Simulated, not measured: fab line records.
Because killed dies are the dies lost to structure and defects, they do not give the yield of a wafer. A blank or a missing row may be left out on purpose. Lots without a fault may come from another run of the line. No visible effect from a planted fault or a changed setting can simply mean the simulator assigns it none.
fab line records    flow sky130
record: lots: 11  wafers: 33  lastDay: 50
route steps=708 shown VIA2@530 METAL3@563 VIA3@575 PASSIVATION@692
lots untouched by any fault: they come from a run of this same line in which no faults occurred
startH: start of the lot's first displayed wafer, in hours after the record's first day    waitH: hours since the lot's step before    " unchanged from the row above    L1.1+2: a row that stands for several wafers    - no value, or no start given    * or withheld: withheld    < > ~ a bound
route shown NAME@n: NAME is a module with steps in the file, n the number in the route of the first one    usual: average and standard deviation across the fault-free wafers    same: alike in all rows    chamber/n: place in a boat    sites: each site's reading    _std_site: how widely they spread, as a standard deviation    _edge_site: inner sites' mean taken away from outer sites' mean    radiusMm: for every site, how far away it sits from the centre of the wafer    mask NAME#n: copy n    behind: tool/chamber where the wafer was last shaped    hold: why the lot went on hold/how many hours it stayed there/how the hold came to an end    device: the n, p or np transistor that did not switch    end of line: the route-end tests of the same wafers    a step without rows: its recipe alone    killed: not the wafer's yield, but the dies lost to structure and defects at the first sort    map: dies across one wafer; x = killed, . = not, _ = none there
set.NAME: the setting as run; set.NAME@STEP: as run at that earlier step    model.NAME: the simulator's own value behind a step, which no gauge read
one table for each step of the route and one row for each wafer, over a sample of lots
services: when a tool's chamber went out of use (startH, in hours from the record's first day, below 0 if earlier), for how many hours, and the reason
== steps ==
step: SKY_VIA2_THK_MEAS_23
recipe: thkMeasGauge: xrf  reads: W_of_VIA2_CVD_21
usual: VIA2_W_THK: 419/5.9
lot.wafer  tool          chamber  startH   waitH  VIA2_W_THK[nm]
L137.1     filmMetro-02  -        839.95   0.1    423
L137.2     "             -        "        "      421
L137.3     "             -        "        "      427
L138.1     filmMetro-04  -        857.11   0.1    415
L138.4     "             -        "        "      416
L138.5     "             -        "        "      418
L141.2     filmMetro-04  -        882.91   0.1    416
L141.3     "             -        "        "      416
L141.5     "             -        "        "      411
L144.2     filmMetro-04  -        901.31   0.1    412
L144.5     "             -        "        "      417
L144.6     "             -        "        "      411
L145.2     filmMetro-04  -        907.78   0.1    415
L145.3     "             -        "        "      419
L145.6     "             -        "        "      418
L146.3     filmMetro-02  -        915.29   0.1    427
L146.4     "             -        "        "      427
L146.6     "             -        "        "      424
L151.1     filmMetro-03  -        953.65   0.1    412
L151.4     "             -        "        "      414
L151.5     "             -        "        "      420
L154.1     filmMetro-04  -        978.02   0.1    409
L154.3     "             -        "        "      415
L154.4     "             -        "        "      412
L155.1     filmMetro-02  -        984.00   0.1    424
L155.2     "             -        "        "      424
L155.6     "             -        "        "      420
L158.1     filmMetro-03  -        1000.01  0.1    428
L158.4     "             -        "        "      419
L158.5     "             -        "        "      427
L160.3     filmMetro-03  -        1024.61  0.1    425
L160.4     "             -        "        "      422
L160.5     "             -        "        "      420
step: SKY_METAL3_CD_MEAS_13
recipe: targetCdNm: 300
usual: cdNm: 299.4/1.6
lot.wafer  tool      chamber  startH   waitH  cdNm
L137.1     cdSem-01  -        893.44   -      298.9
L137.2     "         -        "        "      300.3
L137.3     "         -        "        "      301.1
L138.1     cdSem-01  -        909.19   -      297.1
L138.4     "         -        "        "      297.2
L138.5     "         -        "        "      295.6
L141.2     cdSem-01  -        935.14   -      297.9
L141.3     "         -        "        "      297.0
L141.5     "         -        "        "      296.5
L144.2     cdSem-01  -        951.26   -      299.8
L144.5     "         -        "        "      299.7
L144.6     "         -        "        "      299.2
L145.2     cdSem-02  -        957.96   -      297.4
L145.3     "         -        "        "      299.0
L145.6     "         -        "        "      297.4
L146.3     cdSem-02  -        965.85   -      299.4
L146.4     "         -        "        "      300.0
L146.6     "         -        "        "      299.9
L151.1     cdSem-02  -        1002.01  -      300.0
L151.4     "         -        "        "      300.4
L151.5     "         -        "        "      300.7
L154.1     cdSem-01  -        1026.51  -      303.0
L154.3     "         -        "        "      303.6
L154.4     "         -        "        "      302.9
L155.1     cdSem-01  -        1031.34  -      302.6
L155.2     "         -        "        "      302.1
L155.6     "         -        "        "      302.0
L158.1     cdSem-02  -        1046.91  -      299.0
L158.4     "         -        "        "      298.6
L158.5     "         -        "        "      299.5
L160.3     cdSem-01  -        1069.83  -      298.5
L160.4     "         -        "        "      298.5
L160.5     "         -        "        "      297.7
step: SKY_VIA3_CMP_02
recipe: material: SiO2  downForcePsi: 4  platenRpm: 60  padVelocityMS: 0.94248
usual: motorCurrentA: 12.2/0.94  slurryFlowMlMin: 150.1/0.43
lot.wafer  tool    chamber  startH   waitH  motorCurrentA  slurryFlowMlMin
L137.3     cmp-02  1        894.82   0.1    12.8           150.0
L137.2     "       2        "        "      12.7           150.2
L137.1     "       3        "        "      12.6           150.0
L138.4     cmp-01  3        910.59   0.1    12.4           150.6
L138.1     "       0        "        "      11.6           149.7
L138.5     "       2        "        "      11.3           150.5
L141.3     cmp-02  2        936.52   0.0    13.0           150.1
L141.2     "       3        "        "      11.7           149.8
L141.5     "       3        "        "      12.4           150.7
L144.2     cmp-01  1        952.54   0.0    12.5           150.2
L144.6     "       1        "        "      13.4           150.5
L144.5     "       2        "        "      11.1           150.3
L145.3     cmp-01  2        959.29   0.0    11.1           149.8
L145.2     "       3        "        "      12.8           150.5
L145.6     "       2        "        "      11.3           150.1
L146.4     cmp-02  1        967.18   0.1    12.5           150.0
L146.3     "       3        "        "      12.6           150.1
L146.6     "       1        "        "      12.1           150.0
L151.1     cmp-02  2        1003.58  0.1    13.2           149.7
L151.4     "       0        "        "      9.6            150.3
L151.5     "       3        "        "      12.8           150.3
L154.4     cmp-02  1        1028.06  0.0    12.4           150.2
L154.3     "       2        "        "      12.5           149.7
L154.1     "       0        "        "      10.8           150.3
L155.2     cmp-01  0        1033.12  0.2    11.4           150.0
L155.1     "       2        "        "      10.9           150.5
L155.6     "       0        "        "      11.8           149.8
L158.1     cmp-01  3        1048.30  0.1    12.6           149.5
L158.4     "       1        "        "      13.0           149.2
L158.5     "       0        "        "      11.7           150.8
L160.4     cmp-02  2        1071.31  0.2    13.2           150.4
L160.3     "       3        "        "      12.9           150.1
L160.5     "       2        "        "      13.3           149.9
step: SKY_PASSIVATION_ETCH_11
recipe: chemistry: CF4/O2  targetDepthNm: 725  stopOn: AlCu  sourceW: 800  biasW: 150  pressureMtorr: 150  cf4FlowSccm: 80  O2_flow_sccm: 10  timeS: 161.1
usual: drypumpMotorCurrentA: 5.7/0.53  oesProductAu: 0.977/0.0071  throttleValvePct: 5.964/0.01
lot.wafer  tool        chamber  startH   waitH  drypumpMotorCurrentA  oesProductAu  rfHoursCounterH  throttleValvePct
L137.1     rieDiel-02  3        1044.73  -      5.9                   0.967         14               5.961
L137.2     "           0        "        "      5.0                   0.962         17               5.966
L137.3     "           1        "        "      5.0                   0.969         4                5.947
L138.1     rieDiel-02  0        1060.28  -      5.0                   0.965         17               5.958
L138.4     "           2        "        "      5.2                   0.972         9                5.972
L138.5     "           2        "        "      5.2                   0.969         -                5.978
L141.2     rieDiel-04  3        1081.19  -      6.1                   0.974         8                5.968
L141.3     "           2        "        "      6.5                   0.976         21               5.948
L141.5     "           1        "        "      5.0                   0.989         -                5.962
L144.2     rieDiel-04  3        1093.48  -      6.1                   0.976         8                5.968
L144.5     "           3        "        "      6.0                   0.979         -                5.978
L144.6     "           2        "        "      6.5                   0.987         -                5.978
L145.2     rieDiel-02  1        1097.73  -      5.0                   0.970         5                5.966
L145.3     "           2        "        "      5.1                   0.976         10               5.962
L145.6     "           0        "        "      5.0                   0.983         -                5.958
L146.3     rieDiel-04  0        1106.49  -      6.1                   0.958         23               5.969
L146.4     "           3        "        "      6.1                   0.978         -                5.971
L146.6     "           0        "        "      6.1                   0.982         -                5.969
L151.1     rieDiel-04  1        1136.84  -      5.1                   0.980         25               5.961
L151.4     "           3        "        "      6.0                   0.978         -                5.972
L151.5     "           1        "        "      5.1                   0.988         -                5.963
L154.1     rieDiel-04  0        1157.03  -      6.1                   0.972         26               5.941
L154.3     "           2        "        "      6.5                   0.977         23               5.953
L154.4     "           1        "        "      5.1                   0.981         26               5.959
L155.1     rieDiel-01  0        1159.43  -      5.7                   0.974         23               5.970
L155.2     "           1        "        "      5.7                   0.974         26               5.962
L155.6     "           0        "        "      5.7                   0.987         -                5.961
L158.1     rieDiel-01  1        1172.93  -      5.7                   0.972         27               5.957
L158.4     "           2        "        "      6.5                   0.979         13               5.954
L158.5     "           1        "        "      5.7                   0.986         -                5.970
L160.3     rieDiel-04  1        1189.78  -      5.1                   0.979         27               5.968
L160.4     "           0        "        "      6.1                   0.980         27               5.972
L160.5     "           3        "        "      6.0                   0.982         -                5.968
step: SKY_PASSIVATION_STRIP_12
recipe: chemistry: O2/N2  powerW: 1400  pressureMtorr: 1500  platenTempC: withheld  overashFraction: 0.7  o2FlowSccm: 3000  n2FlowSccm: 300
usual: drypumpMotorCurrentA: 5.59/0.28  n2FlowSccm: 300.1/0.91  oesProductAu: 0.661/0.0052  stripTimeToEndpointS: 31.50/0.15
lot.wafer  tool            chamber  startH   waitH  drypumpMotorCurrentA  n2FlowSccm  oesProductAu  rfHoursCounterH  stripTimeToEndpointS
L137.1     plasmaAsher-02  0        1044.84  0.1    5.32                  299.4       0.665         31               31.44
L137.2     "               1        "        "      5.36                  298.5       0.669         31               31.54
L137.3     "               0        "        "      5.31                  299.1       0.668         -                31.38
L138.1     plasmaAsher-02  0        1060.39  0.1    5.29                  300.7       0.663         32               31.72
L138.4     "               1        "        "      5.38                  300.5       0.651         -                31.80
L138.5     "               0        "        "      5.31                  299.7       0.661         -                31.69
L141.2     plasmaAsher-01  1        1081.30  0.1    5.86                  300.0       0.655         94               31.46
L141.3     "               0        "        "      6.05                  300.3       0.660         -                31.33
L141.5     "               0        "        "      6.07                  300.0       0.664         -                31.35
L144.2     plasmaAsher-01  1        1093.59  0.1    5.86                  299.8       0.657         95               31.37
L144.5     "               1        "        "      5.85                  299.4       0.665         -                31.26
L144.6     "               0        "        "      6.07                  301.4       0.662         -                31.29
L145.2     plasmaAsher-01  0        1097.84  0.1    6.04                  300.9       0.659         96               31.55
L145.3     "               1        "        "      5.89                  300.6       0.664         -                31.57
L145.6     "               0        "        "      6.05                  301.2       0.655         -                28.56
L146.3     plasmaAsher-01  1        1106.63  0.1    5.86                  299.9       0.666         -                31.54
L146.4     "               0        "        "      6.06                  299.4       0.661         -                31.46
L146.6     "               0        "        "      6.07                  299.9       0.663         -                31.49
L151.1     plasmaAsher-03  0        1136.95  0.1    5.34                  300.5       0.659         70               31.28
L151.4     "               0        "        "      5.35                  301.7       0.660         -                31.54
L151.5     "               1        "        "      5.59                  299.9       0.662         -                31.38
L154.1     plasmaAsher-01  0        1157.14  0.1    6.07                  299.2       0.657         101              31.41
L154.3     "               0        "        "      6.06                  300.1       0.658         -                31.51
L154.4     "               1        "        "      5.84                  299.7       0.662         -                31.36
L155.1     plasmaAsher-03  0        1159.54  0.1    5.37                  300.6       0.660         72               31.37
L155.2     "               1        "        "      5.57                  300.4       0.658         72               31.49
L155.6     "               0        "        "      5.34                  299.6       0.669         -                31.34
L158.1     plasmaAsher-02  1        1173.04  0.1    5.39                  299.9       0.665         43               31.38
L158.4     "               1        "        "      5.38                  299.6       0.661         -                31.58
L158.5     "               1        "        "      5.39                  299.7       0.651         -                31.45
L160.3     plasmaAsher-02  0        1189.92  0.1    5.33                  299.8       0.659         -                31.32
L160.4     "               1        "        "      5.38                  299.7       0.653         -                31.38
L160.5     "               0        "        "      5.32                  299.2       0.662         -                31.49
== services ==
tool            chamber  startH   hours  kind
rieDiel-04      -        879.80   0.5    repair
plasmaAsher-01  -        896.48   1.1    repair
cmp-02          -        907.78   4.9    pm
cmp-01          -        915.72   4.0    pm
cmp-01          -        922.85   0.3    repair
cmp-02          -        938.69   9.6    repair
rieDiel-04      1        939.29   1.6    repair
cmp-01          -        948.49   2.1    repair
cmp-01          -        957.59   0.3    repair
cmp-01          -        965.11   3.5    repair
cmp-02          -        977.60   4.2    pm
cmp-02          -        997.06   0.7    repair
rieDiel-04      1        1004.80  2.9    repair
cmp-01          -        1031.71  1.4    repair
cmp-01          -        1034.62  1.0    repair
cmp-02          -        1039.80  12.7   pm
rieDiel-04      2        1073.19  7.7    repair
rieDiel-04      0        1080.38  9.5    repair
cmp-02          -        1084.11  4.0    pm
rieDiel-04      1        1103.53  4.0    repair
rieDiel-04      2        1131.62  18.1   repair
cmp-01          -        1137.48  0.6    repair
cmp-02          -        1142.17  1.9    repair
cmp-02          -        1159.88  2.3    repair
== key ==
firstSign: step: SKY_PASSIVATION_STRIP_12  reading: stripTimeToEndpointS  direction: down  sigmas: 20  usual: *  struck: *
effect none on later readings
metAt SKY_PASSIVATION_ETCH_11
struckLots L145
struckWafers L145.6
notActingAt SKY_VIA2_THK_MEAS_23,SKY_METAL3_CD_MEAS_13,SKY_VIA3_CMP_02
onsetBetween 1060.28 1097.73
fault: kind: processParameterDrift  tool: rieDiel-02  chamber: 0  onsetH: 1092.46  steps: SKY_PASSIVATION_ETCH_11  channel: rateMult  offset: 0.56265  shape: step  endH: 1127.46
